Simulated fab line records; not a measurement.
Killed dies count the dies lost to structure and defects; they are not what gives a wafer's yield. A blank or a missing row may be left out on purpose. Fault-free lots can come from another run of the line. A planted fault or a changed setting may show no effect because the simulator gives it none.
fab line records	flow sky130
[record] lots = 5	wafers = 15	last-day = 49
route steps=708 shown POLY_CUT@312 SD_P@320 RES_XHIGH@332 SD_N@342 PAD_OPEN@708
lots that met no fault: from a run of the same line without faults
start-h: the number of hours between the record's first day and the start of the first shown wafer of the lot	wait-h: time in hours since the lot's previous step	" same as the row above	L1.1+2: several wafers, shown together as one row	- value missing, or start not given	* or withheld: withheld	< > ~ a bound
route shown NAME@n: names a module that has steps shown in the file, with the first one's number in the route	usual: mean/standard deviation of fault-free wafers	same: alike in all rows	chamber/n: place in a boat	sites: each site's reading	_std_site: the values' standard deviation	_edge_site: outer sites' mean less inner sites'	radius-mm: for every site, how far away it sits from the centre of the wafer	mask NAME#n: copy n	behind: the last tool/chamber to shape the wafer	hold: why the lot went on hold/how many hours it stayed there/how the hold came to an end	device: the transistor (n, p or np) that didn't switch	end of line: tests run on the same wafers once the route is complete	step lacking rows: just its recipe	killed: count of dies lost to structure and defects at first sort (not the wafer's yield)	map: a wafer's dies, x killed, . not, _ none there
set.NAME: the setting that was run; set.NAME@STEP: the one run at that earlier step	model.NAME: the simulator's own value behind a step, which no gauge read
lots at some steps of the route; a table a step, a row a wafer
services: from which hour (start-h, from the record's first day; less than 0 if before it) a tool's chamber was out of use, for how many hours, and why
[[steps]]
[step SKY_POLY_CUT_EXPOSE_05]
[recipe] mask-id = NPCM	na = 0.8	source-shape = annular	sigma-inner = 0.55	sigma-outer = 0.85	target-cd-nm = 270	dose-mj = 32
[step SKY_POLY_CUT_PEB_06]
[recipe] peb-temp-c = withheld	peb-time-s = withheld	resist = KrF-thick
[step SKY_POLY_CUT_DEVELOP_07]
[recipe] develop-time-s = 60	resist = KrF-thick	dev-temp-c = 21
[step SKY_POLY_CUT_CD_MEAS_08]
[recipe] target-cd-nm = 270
[usual] cd-nm = 270.5/1.5
lot.wafer	tool	chamber	start-h	wait-h	cd-nm
L330.3	cd-sem-02	-	620.97	-	270.3
L330.5	"	-	"	"	270.6
L330.6	"	-	"	"	269.3
L335.3	cd-sem-01	-	662.96	-	267.9
L335.4	"	-	"	"	268.1
L335.6	"	-	"	"	269.4
L339.2	cd-sem-01	-	696.58	-	268.2
L339.3	"	-	"	"	268.4
L339.5	"	-	"	"	269.7
L343.2	cd-sem-02	-	719.43	-	270.0
L343.5	"	-	"	"	268.5
L343.6	"	-	"	"	270.4
L344.1	cd-sem-01	-	726.98	-	270.6
L344.4	"	-	"	"	272.1
L344.6	"	-	"	"	270.5
[step SKY_POLY_CUT_OVL_MEAS_09]
[usual] POLY_CUT_OVL = -1/4.8
lot.wafer	tool	chamber	start-h	wait-h	POLY_CUT_OVL[nm]
L330.3	overlay-01	-	621.06	0.1	1
L330.5	"	-	"	"	4
L330.6	"	-	"	"	3
L335.3	overlay-02	-	663.05	0.1	3
L335.4	"	-	"	"	-4
L335.6	"	-	"	"	5
L339.2	overlay-02	-	696.69	0.1	-2
L339.3	"	-	"	"	8
L339.5	"	-	"	"	2
L343.2	overlay-02	-	719.54	0.1	0
L343.5	"	-	"	"	-1
L343.6	"	-	"	"	0
L344.1	overlay-01	-	727.10	0.1	-6
L344.4	"	-	"	"	4
L344.6	"	-	"	"	-3
[step SKY_POLY_CUT_ETCH_10]
[recipe] chemistry = N2/H2	target = BARC	ion-energy-ev = 200	source-w = 500	bias-w = 100	pressure-mtorr = 30	n2-flow-sccm = 100	h2-flow-sccm = 200	stop-on = SiO2	time-s = 45.9	target-depth-a = 600
[usual] drypump-motor-current-A = 5.6/0.39	oes-product-au = 0.855/0.0052	throttle-valve-pct = 13.225/0.0095
lot.wafer	tool	chamber	start-h	wait-h	drypump-motor-current-A	oes-product-au	rf-hours-counter-h	throttle-valve-pct
L330.3	rie-diel-03	0	621.08	0.0	6.0	0.846	4	13.213
L330.5	"	2	"	"	5.4	0.847	-	13.225
L330.6	"	3	"	"	5.5	0.856	-	13.214
L335.3	rie-diel-01	2	663.07	0.0	5.4	0.853	8	13.220
L335.4	"	1	"	"	5.7	0.855	6	13.240
L335.6	"	1	"	"	5.7	0.861	-	13.238
L339.2	rie-diel-03	1	696.72	0.0	5.0	0.854	3	13.227
L339.3	"	0	"	"	6.0	0.851	6	13.229
L339.5	"	0	"	"	6.0	0.848	-	13.225
L343.2	rie-diel-03	0	719.57	0.0	6.0	0.858	7	13.218
L343.5	"	2	"	"	5.4	0.855	-	13.221
L343.6	"	0	"	"	6.0	0.863	-	13.229
L344.1	rie-diel-01	2	727.13	0.0	5.4	0.864	9	13.207
L344.4	"	0	"	"	5.6	0.857	46	13.227
L344.6	"	3	"	"	5.6	0.855	-	13.219
[step SKY_POLY_CUT_ETCH_11]
[recipe] target = Si3N4	chemistry = CF4/CH2F2/Ar	stop-on = poly-Si	source-w = 593.1	bias-w = 150	pressure-mtorr = 40	cf4-flow-sccm = 40	ch2f2-flow-sccm = 20	Ar_flow_sccm = 150	time-s = 42.5	target-depth-a = 600
[usual] drypump-motor-current-A = 5.6/0.39	oes-product-au = 0.830/0.0058	throttle-valve-pct = 14.995/0.0089
lot.wafer	tool	chamber	start-h	wait-h	drypump-motor-current-A	oes-product-au	rf-hours-counter-h	throttle-valve-pct
L330.3	rie-diel-03	0	621.12	0.0	6.0	0.819	4	14.992
L330.5	"	2	"	"	5.4	0.838	-	14.994
L330.6	"	3	"	"	5.5	0.828	-	14.993
L335.3	rie-diel-01	2	663.11	0.0	5.4	0.816	8	15.004
L335.4	"	1	"	"	5.7	0.836	6	14.992
L335.6	"	1	"	"	5.7	0.838	-	14.997
L339.2	rie-diel-03	1	696.76	0.0	5.0	0.837	3	15.004
L339.3	"	0	"	"	6.0	0.833	6	14.984
L339.5	"	0	"	"	6.0	0.841	-	15.003
L343.2	rie-diel-03	0	719.61	0.0	6.0	0.830	7	14.984
L343.5	"	2	"	"	5.4	0.831	-	14.992
L343.6	"	0	"	"	6.0	0.822	-	14.995
L344.1	rie-diel-01	2	727.17	0.0	5.4	0.827	9	14.988
L344.4	"	0	"	"	5.6	0.844	46	14.991
L344.6	"	3	"	"	5.6	0.836	-	15.001
[step SKY_POLY_CUT_STRIP_12]
[recipe] chemistry = O2/N2	power-w = 1400	pressure-mtorr = 1500	platen-temp-c = withheld	o2-flow-sccm = 3000	n2-flow-sccm = 300	overash-fraction = 0.5
[usual] drypump-motor-current-A = 6.0/0.59	oes-product-au = 0.452/0.004	strip-time-to-endpoint-s = 5.360/0.016
lot.wafer	tool	chamber	start-h	wait-h	drypump-motor-current-A	oes-product-au	rf-hours-counter-h	strip-time-to-endpoint-s
L330.3	plasma-asher-04	0	621.20	0.1	6.7	0.452	-	5.368
L330.5	"	0	"	"	6.7	0.445	-	5.357
L330.6	"	1	"	"	6.1	0.448	-	5.338
L335.3	plasma-asher-03	1	663.19	0.1	5.5	0.454	-	5.361
L335.4	"	0	"	"	5.1	0.447	-	5.363
L335.6	"	0	"	"	5.1	0.455	-	5.343
L339.2	plasma-asher-02	0	696.80	0.0	5.5	0.448	99	5.358
L339.3	"	1	"	"	6.7	0.456	-	5.360
L339.5	"	1	"	"	6.7	0.453	-	5.328
L343.2	plasma-asher-03	1	719.65	0.0	5.5	0.452	26	5.395
L343.5	"	0	"	"	5.1	0.462	-	5.372
L343.6	"	1	"	"	5.5	0.449	-	5.393
L344.1	plasma-asher-04	1	727.21	0.0	6.1	0.454	59	5.341
L344.4	"	0	"	"	6.7	0.449	-	5.379
L344.6	"	1	"	"	6.1	0.454	-	5.358
[step SKY_SD_P_DEHYDRATE_00]
[recipe] temp-c = 200	time-s = 60
[step SKY_SD_P_HMDS_01]
[recipe] prime-time-s = 60	prime-temp-c = 120
[step SKY_SD_P_COAT_02]
[recipe] resist = NOVOLAK	spin-rpm = 3000	resist-thk-nm = 1140
[step SKY_SD_P_SOFTBAKE_03]
[recipe] temp-c = 90	time-s = 60	resist = NOVOLAK
[step SKY_SD_P_EXPOSE_04]
[recipe] mask-id = PSDM	na = 0.6	source-shape = conventional	sigma-outer = 0.6	polarization = unpolarized	target-cd-nm = 380	dose-mj = 138
[same] na = 0.6
lot.wafer	tool	chamber	start-h	wait-h	mask
L330.3+5+6	iline-stepper-02	0	635.48	-	PSDM#0
L335.3+4+6	iline-stepper-01	0	677.41	-	PSDM#0
L339.2+3+5	iline-stepper-01	0	710.02	-	URPM#0
L343.2+5+6	iline-stepper-02	0	733.67	-	PSDM#0
L344.1+4+6	iline-stepper-01	0	740.50	-	PSDM#0
[step SKY_SD_P_PEB_05]
[recipe] temp-c = withheld	time-s = *	resist = NOVOLAK
[step SKY_SD_P_DEVELOP_06]
[recipe] resist = NOVOLAK	developer = TMAH	develop-time-s = 60	dev-temp-c = 23
[step SKY_SD_P_CD_MEAS_07]
[recipe] target-cd-nm = 380
[usual] cd-nm = 381.0/2.4
lot.wafer	tool	chamber	start-h	wait-h	cd-nm
L330.3	cd-sem-02	-	648.89	0.1	382.1
L330.5	"	-	"	"	379.5
L330.6	"	-	"	"	379.2
L335.3	cd-sem-02	-	690.72	0.1	380.8
L335.4	"	-	"	"	379.3
L335.6	"	-	"	"	382.1
L339.2	cd-sem-02	-	723.12	0.1	-
L339.3	"	-	"	"	-
L339.5	"	-	"	"	-
L343.2	cd-sem-02	-	746.47	0.1	384.0
L343.5	"	-	"	"	384.1
L343.6	"	-	"	"	383.3
L344.1	cd-sem-01	-	753.60	0.1	377.7
L344.4	"	-	"	"	378.1
L344.6	"	-	"	"	380.2
[step SKY_SD_P_OVL_MEAS_08]
[usual] SD_P_OVL = -1.2/1.6
lot.wafer	tool	chamber	start-h	wait-h	SD_P_OVL[nm]
L330.3	overlay-02	-	648.99	0.1	-0.4
L330.5	"	-	"	"	-1.0
L330.6	"	-	"	"	-2.7
L335.3	overlay-02	-	690.81	0.1	-1.4
L335.4	"	-	"	"	-2.4
L335.6	"	-	"	"	-1.0
L339.2	overlay-02	-	723.23	0.1	-
L339.3	"	-	"	"	-
L339.5	"	-	"	"	-
L343.2	overlay-02	-	746.58	0.1	-3.1
L343.5	"	-	"	"	-4.4
L343.6	"	-	"	"	-4.6
L344.1	overlay-02	-	753.72	0.1	-3.5
L344.4	"	-	"	"	-0.8
L344.6	"	-	"	"	-2.8
[step SKY_SD_P_IMPLANT_09]
[recipe] species = BF2	energy-kev = 20	dose-cm2 = 3e+15	tilt-deg = 0
[step SKY_SD_P_STRIP_10]
[recipe] chemistry = O2/N2	power-w = 1400	pressure-mtorr = 1500	platen-temp-c = withheld	o2-flow-sccm = 3000	n2-flow-sccm = 300	overash-fraction = 0.5
[usual] drypump-motor-current-A = 5.5/0.54	oes-product-au = 0.617/0.0045	strip-time-to-endpoint-s = 17.51/0.043
lot.wafer	tool	chamber	start-h	wait-h	drypump-motor-current-A	oes-product-au	rf-hours-counter-h	strip-time-to-endpoint-s
L330.3	plasma-asher-02	0	649.19	0.1	5.5	0.620	-	17.55
L330.5	"	0	"	"	5.5	0.613	-	17.55
L330.6	"	1	"	"	6.7	0.621	-	17.55
L335.3	plasma-asher-02	0	691.01	0.1	5.5	0.622	-	17.46
L335.4	"	1	"	"	6.7	0.620	-	17.47
L335.6	"	0	"	"	5.5	0.623	-	17.49
L339.2	plasma-asher-01	1	723.41	0.1	5.0	0.615	93	17.55
L339.3	"	0	"	"	5.4	0.618	-	17.54
L339.5	"	1	"	"	5.0	0.614	-	17.53
L343.2	plasma-asher-03	0	746.76	0.1	5.1	0.624	29	17.48
L343.5	"	0	"	"	5.1	0.619	-	17.46
L343.6	"	1	"	"	5.5	0.613	-	17.48
L344.1	plasma-asher-03	1	753.91	0.1	5.5	0.614	30	17.51
L344.4	"	1	"	"	5.5	0.619	-	17.55
L344.6	"	0	"	"	5.0	0.615	-	17.53
[step SKY_SD_P_TW_MEAS_11]
[usual] SD_P_TW = 2799/22
lot.wafer	tool	chamber	start-h	wait-h	SD_P_TW
L330.3	film-metro-01	-	649.28	0.1	2814
L330.5	"	-	"	"	2812
L330.6	"	-	"	"	2803
L335.3	film-metro-03	-	691.10	0.1	2789
L335.4	"	-	"	"	2784
L335.6	"	-	"	"	2794
L339.2	film-metro-01	-	723.52	0.1	30
L339.3	"	-	"	"	30
L339.5	"	-	"	"	30
L343.2	film-metro-03	-	746.87	0.1	2789
L343.5	"	-	"	"	2793
L343.6	"	-	"	"	2787
L344.1	film-metro-02	-	754.01	0.1	2786
L344.4	"	-	"	"	2773
L344.6	"	-	"	"	2787
[step SKY_RES_XHIGH_DEHYDRATE_00]
[recipe] temp-c = 200	time-s = 60
[step SKY_RES_XHIGH_HMDS_01]
[recipe] prime-time-s = 60	prime-temp-c = 120
[step SKY_RES_XHIGH_COAT_02]
[recipe] resist = NOVOLAK	spin-rpm = 3000	resist-thk-nm = 1162
[step SKY_RES_XHIGH_SOFTBAKE_03]
[recipe] temp-c = 90	time-s = 60	resist = NOVOLAK
[step SKY_RES_XHIGH_EXPOSE_04]
[recipe] mask-id = URPM	na = 0.6	source-shape = conventional	sigma-outer = 0.6	polarization = unpolarized	target-cd-nm = 1270	dose-mj = 140
[step SKY_RES_XHIGH_PEB_05]
[recipe] temp-c = withheld	time-s = *	resist = NOVOLAK
[step SKY_RES_XHIGH_DEVELOP_06]
[recipe] resist = NOVOLAK	developer = TMAH	develop-time-s = 60	dev-temp-c = 23
[step SKY_RES_XHIGH_IMPLANT_07]
[recipe] species = BF2	energy-kev = 20	dose-cm2 = 3.6e+14	tilt-deg = 0
[step SKY_RES_XHIGH_STRIP_08]
[recipe] chemistry = O2/N2	power-w = 1400	pressure-mtorr = 1500	platen-temp-c = withheld	o2-flow-sccm = 3000	n2-flow-sccm = 300	overash-fraction = 0.5
[usual] drypump-motor-current-A = 6.0/0.63	oes-product-au = 0.710/0.0048	strip-time-to-endpoint-s = 14.54/0.046
lot.wafer	tool	chamber	start-h	wait-h	drypump-motor-current-A	oes-product-au	rf-hours-counter-h	strip-time-to-endpoint-s
L330.3	plasma-asher-02	1	677.44	0.1	6.7	0.702	-	14.60
L330.5	"	1	"	"	6.7	0.712	-	14.62
L330.6	"	0	"	"	5.5	0.714	-	14.57
L335.3	plasma-asher-02	0	718.16	0.1	5.5	0.716	-	14.49
L335.4	"	1	"	"	6.7	0.703	-	14.50
L335.6	"	1	"	"	6.7	0.712	-	14.50
L339.2	plasma-asher-02	0	750.23	0.1	5.5	0.711	1	14.50
L339.3	"	0	"	"	5.5	0.706	-	14.53
L339.5	"	1	"	"	6.7	0.711	-	14.49
L343.2	plasma-asher-04	0	773.28	0.1	6.7	0.713	64	14.46
L343.5	"	1	"	"	6.1	0.719	-	14.47
L343.6	"	0	"	"	6.7	0.707	-	14.45
L344.1	plasma-asher-04	0	780.48	0.1	6.7	0.707	64	14.55
L344.4	"	0	"	"	6.7	0.713	-	14.56
L344.6	"	1	"	"	6.1	0.716	-	14.56
[step SKY_RES_XHIGH_TW_MEAS_09]
[usual] RES_XHIGH_TW = 1625/11
lot.wafer	tool	chamber	start-h	wait-h	RES_XHIGH_TW
L330.3	film-metro-02	-	677.52	0.1	1615
L330.5	"	-	"	"	1609
L330.6	"	-	"	"	1611
L335.3	film-metro-02	-	718.25	0.1	1623
L335.4	"	-	"	"	1621
L335.6	"	-	"	"	1632
L339.2	film-metro-01	-	750.34	0.1	2883
L339.3	"	-	"	"	2880
L339.5	"	-	"	"	2873
L343.2	film-metro-02	-	773.39	0.1	1623
L343.5	"	-	"	"	1610
L343.6	"	-	"	"	1626
L344.1	film-metro-02	-	780.58	0.1	1634
L344.4	"	-	"	"	1624
L344.6	"	-	"	"	1629
[step SKY_SD_N_DEHYDRATE_00]
[recipe] temp-c = 200	time-s = 60
[step SKY_PAD_OPEN_PROBE_99]
[usual] killed_at_M0_to_M3 = 44/7.9	killed_at_M4_up = 3.1/2	killed-at-contacts = 23/4.9	killed-at-front-end = 15/3.9	killed-at-other = 0.2/0.49	killed-dies = 86/10	killed-on-rim = 17/3.9	killed-open = 47/7.1	killed-short = 39/7.1
[same] gross-dies = 492	killed-at-back-side = 0
lot.wafer	tool	chamber	start-h	wait-h	killed_at_M0_to_M3	killed_at_M4_up	killed-at-contacts	killed-at-front-end	killed-at-other	killed-dies	killed-on-rim	killed-open	killed-short
L330.3	prober-01	-	1117.37	0.2	35	5	29	19	0	88	11	40	48
L330.5	prober-01	-	1117.47	0.2	56	1	24	10	0	91	24	54	37
L330.6	prober-01	-	1117.52	0.2	46	3	26	10	0	85	16	42	43
L339.2	prober-02	-	1168.57	0.1	38	0	28	426	0	492	96	54	30
L339.3	prober-02	-	1168.62	0.2	39	4	17	432	0	492	96	40	35
L339.5	prober-02	-	1168.72	0.2	53	6	25	408	0	492	96	54	46
L343.2	prober-02	-	1184.34	0.1	46	5	22	16	1	90	17	46	44
L343.5	prober-02	-	1184.49	0.2	35	6	22	16	0	79	18	42	37
L343.6	prober-02	-	1184.54	0.2	43	2	27	7	0	79	15	44	35
// killed by level:class
L330.3 CONTACT:geometric-particle:short=12 METAL2:geometric-particle:short=7 VIA1:geometric-particle:open=6 LI_CONTACT:geometric-particle:open=6 CONTACT:geometric-particle:open=6 VIA1:geometric-particle:short=6 FIELD_ISO:geometric-particle:short=5 LOCAL_INTERCONNECT:geometric-particle:short=5
L330.5 CONTACT:geometric-particle:open=13 METAL2:geometric-particle:short=10 VIA1:geometric-particle:open=9 VIA2:geometric-particle:open=8 LI_CONTACT:geometric-particle:open=7 VIA3:geometric-particle:open=6 FIELD_ISO:geometric-particle:short=5 METAL1:geometric-particle:short=5
L330.6 METAL2:geometric-particle:short=10 CONTACT:geometric-particle:open=9 LI_CONTACT:geometric-particle:open=8 METAL1:geometric-particle:short=7 VIA3:geometric-particle:open=7 VIA1:geometric-particle:short=5 VIA1:geometric-particle:open=5 FIELD_ISO:geometric-particle:short=4
L339.2 SD_P:area-expose=408 LI_CONTACT:geometric-particle:open=14 VIA1:geometric-particle:open=11 CONTACT:geometric-particle:open=9 METAL1:geometric-particle:short=7 FIELD_ISO:geometric-particle:short=5 POLY_GATE:geometric-particle:short=5 VIA1:geometric-particle:short=5
L339.3 SD_P:area-expose=417 VIA3:geometric-particle:open=11 VIA1:geometric-particle:open=6 CONTACT:geometric-particle:open=5 CONTACT:geometric-particle:short=5 FIELD_ISO:geometric-particle:short=4 VIA1:geometric-particle:short=4 FIELD_ISO:geometric-particle:open=3
L339.5 SD_P:area-expose=392 VIA1:geometric-particle:open=13 LI_CONTACT:geometric-particle:open=9 VIA3:geometric-particle:open=8 CONTACT:geometric-particle:open=6 METAL4:geometric-particle:short=6 VIA2:geometric-particle:short=6 LI_CONTACT:geometric-particle:short=5
L343.2 CONTACT:geometric-particle:open=12 VIA1:geometric-particle:open=8 VIA1:geometric-particle:short=6 VIA2:geometric-particle:open=6 VIA3:geometric-particle:open=6 FIELD_ISO:geometric-particle:open=5 POLY_GATE:geometric-particle:short=5 METAL1:geometric-particle:short=5
L343.5 LI_CONTACT:geometric-particle:open=10 VIA2:geometric-particle:open=7 FIELD_ISO:geometric-particle:short=6 VIA1:geometric-particle:open=6 VIA2:geometric-particle:short=6 POLY_GATE:geometric-particle:short=5 METAL4:geometric-particle:short=5 CONTACT:geometric-particle:open=4
L343.6 LI_CONTACT:geometric-particle:open=8 CONTACT:geometric-particle:open=8 VIA3:geometric-particle:open=8 LOCAL_INTERCONNECT:geometric-particle:short=7 METAL2:geometric-particle:short=7 VIA2:geometric-particle:open=7 METAL1:geometric-particle:short=6 VIA1:geometric-particle:open=4
// map L339.2 (x killed, . not)
__________xxxxxxxxxx_________
________xxxxxxxxxxxxxx_______
______xxxxxxxxxxxxxxxxxx_____
_____xxxxxxxxxxxxxxxxxxxx____
____xxxxxxxxxxxxxxxxxxxxxx___
___xxxxxxxxxxxxxxxxxxxxxxxx__
__xxxxxxxxxxxxxxxxxxxxxxxxxx_
_xxxxxxxxxxxxxxxxxxxxxxxxxxxx
_xxxxxxxxxxxxxxxxxxxxxxxxxxxx
_xxxxxxxxxxxxxxxxxxxxxxxxxxxx
_xxxxxxxxxxxxxxxxxxxxxxxxxxxx
_xxxxxxxxxxxxxxxxxxxxxxxxxxxx
_xxxxxxxxxxxxxxxxxxxxxxxxxxxx
_xxxxxxxxxxxxxxxxxxxxxxxxxxxx
_xxxxxxxxxxxxxxxxxxxxxxxxxxxx
__xxxxxxxxxxxxxxxxxxxxxxxxxx_
___xxxxxxxxxxxxxxxxxxxxxxxx__
____xxxxxxxxxxxxxxxxxxxxxx___
_____xxxxxxxxxxxxxxxxxxxx____
______xxxxxxxxxxxxxxxxxx_____
________xxxxxxxxxxxxxx_______
__________xxxxxxxxxx_________
// map L335.3 (x killed, . not)
__________.x..x.x..x_________
________..x.....x..x.x_______
______.................x_____
_____.....x.xx..xx......x____
____.x..x................x___
___..................x...x.__
__...............x.........._
_......................x...x.
_.....x..x...x........xx.x.x.
_...x.x.x..........xx...x....
_.....xx....x...x.x..x.......
_.......x..x.......x.........
_.x.....x......x....xx.......
_......x.........x.x........x
_....x.xx..........x...x.....
__..x....x..x..x....x...x..._
___.x...xxx..x.....x.x.....__
____..x..x.x...x......xxxx___
_____..........x....x.x..____
______.x.......x.x......_____
________....x....x...._______
__________.xx...x..._________
[[services]]
tool	chamber	start-h	hours	kind
rie-diel-03	1	614.17	24.2	repair
plasma-asher-01	-	617.43	1.3	repair
rie-diel-03	1	639.47	10.1	repair
rie-diel-01	3	641.79	8.6	repair
iline-stepper-02	-	647.28	2.1	pm
rie-diel-01	0	666.30	5.0	repair
plasma-asher-03	-	673.77	28.1	pm
rie-diel-01	2	676.36	3.9	repair
rie-diel-01	0	680.42	3.5	repair
rie-diel-03	0	707.39	6.2	repair
rie-diel-01	3	708.00	5.0	repair
rie-diel-03	3	716.67	3.8	repair
iline-stepper-01	-	718.44	2.5	repair
iline-stepper-02	-	723.69	1.7	pm
plasma-asher-02	-	733.75	9.0	pm
plasma-asher-02	0	733.75	9.0	vent-cycle
plasma-asher-02	1	733.75	9.0	vent-cycle
iline-stepper-01	-	740.88	12.4	repair
plasma-asher-02	0	742.75	-	clean
rie-diel-03	0	744.74	3.4	repair
rie-diel-03	0	753.20	2.8	repair
iline-stepper-01	-	762.16	4.4	pm
iline-stepper-01	-	768.03	6.0	repair
rie-diel-03	-	770.86	0.6	repair
[[key]]
[first-sign] step = SKY_SD_P_EXPOSE_04	reading = mask	direction = changed
[effect] step = SKY_SD_P_CD_MEAS_07	reading = cd-nm	direction = missing
[effect] step = SKY_SD_P_OVL_MEAS_08	reading = SD_P_OVL	direction = missing
[effect] step = SKY_SD_P_TW_MEAS_11	reading = SD_P_TW	direction = down	sigmas = 99+	usual = 2799	struck = 30
[effect] step = SKY_RES_XHIGH_TW_MEAS_09	reading = RES_XHIGH_TW	direction = up	sigmas = 99+	usual = 1625	struck = 2878
[effect] step = SKY_PAD_OPEN_PROBE_99	reading = killed-at-front-end	direction = up	sigmas = 99+	usual = 15	struck = 422
[more-kills-born-at] SKY_SD_P_EXPOSE_04@iline-stepper-01 = 1217
met-at SKY_SD_P_EXPOSE_04
struck-wafers L339.2,L339.3,L339.5
tester-left-out L339
onset-between 677.41 710.02
[fault] kind = wrong-mask	tool = any	chamber = -	onset-h = 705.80	steps = SKY_SD_P_EXPOSE_04	aux-copy = URPM#0	scope = struck-lots-only
// tester-left-out: of these lots the tester's yield and bins aren't shown, on N5 and GAA mostly nor the transistor test; their killed dies are dies lost to structure and defects alone, not to doping, threshold or leakage, so they don't give the yield
